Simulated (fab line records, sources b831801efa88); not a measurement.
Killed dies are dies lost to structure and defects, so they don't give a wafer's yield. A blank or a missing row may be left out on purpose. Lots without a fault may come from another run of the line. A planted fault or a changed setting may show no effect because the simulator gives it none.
A struck lot beside a sound one | flow gf180mcu | 15 steps out of a route of 602
Sound: wafers L365.2, L365.4, L365.6. Struck: wafers L354.2, L354.4, L354.6. The cause comes at the end.
At each step with rows: each side's tool, then ch and its chambers, then its first start. Under that, the readings that differ: sound wafers | struck wafers | difference of the means | sigmas: that difference in standard deviations of wafers without a fault.
alike: readings whose means differ by less than 2 such deviations, and words and numbers that are the same on both sides. not compared: withheld readings, readings that some wafer has no value for, bounds like >300 that may hide the same value, and numbers for which the record gives no deviation and whose values overlap.
The two part at a step that has a row with sigmas, a row that says differs or no value, or rows on one side only. Numbers that don't overlap but have no deviation are shown without sigmas and don't part them. A reading that every wafer of one side lacks parts them only if that side has two wafers or more.

first, 1 step without rows for these wafers: GF_HV_LDD_DEVELOP_18 (develop time 60 s).
GF_HV_LDD_CD_MEAS_19: target cd 400 nm.
  sound on cd_sem-01, day 17 05:11; struck on cd_sem-02, day 13 11:53
  alike: cd_nm
GF_HV_LDD_OVL_MEAS_20:
  sound on overlay-01, day 17 05:17; struck on overlay-02, day 13 12:00
  alike: HV_LDD_01_OVL
then, 1 step without rows for these wafers: GF_HV_LDD_IMPLANT_21.
GF_HV_LDD_STRIP_22: strips in O2/N2.
  sound on plasma_asher-01 ch 0,1, day 17 05:28; struck on plasma_asher-04 ch 0,1, day 13 12:11
  alike: drypump_motor_current_A, heater_power_w, oes_product_au, platen_temp_c, strip_time_to_endpoint_s
  not compared: rf_hours_counter_h
GF_HV_LDD_TW_MEAS_23:
  sound on film_metro-04, day 17 05:35; struck on film_metro-04, day 13 12:17
  alike: HV_LDD_2_TW
then, 6 steps without rows for these wafers: GF_HV_LDD_DEHYDRATE_24 (time 60 s); GF_HV_LDD_HMDS_25 (prime time 60 s); GF_HV_LDD_COAT_26 (resist thk 1000 nm); GF_HV_LDD_SOFTBAKE_27 (time 60 s); GF_HV_LDD_EXPOSE_28 (exposes mask Nplus HV AREA, target cd 400 nm); GF_HV_LDD_PEB_29.
GF_HV_LDD_DEVELOP_30: develop time 60 s.
  sound on litho_track-02 ch 0, day 18 04:03; struck on litho_track-03 ch 0, day 14 08:23
  reading              | sound             | struck            | difference | sigmas
  developer_temp_C (C) | 23.17 23.16 23.06 | 23.91 23.94 23.62 | +0.69      | +8
GF_HV_LDD_CD_MEAS_31: target cd 400 nm.
  sound on cd_sem-01, day 18 04:12; struck on cd_sem-01, day 14 08:32
  alike: cd_nm
then, 1 step without rows for these wafers: GF_PASSIVATION_PROBE_99.

WHERE THEY PART
Only at GF_HV_LDD_DEVELOP_30, within this record. Later steps at which nothing parts them and some readings are alike: GF_HV_LDD_CD_MEAS_31.

WHY: what the simulator had put in
Process parameter drift: litho_track-03, from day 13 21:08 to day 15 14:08, at GF_HV_LDD_DEVELOP_30. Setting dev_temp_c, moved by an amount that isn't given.
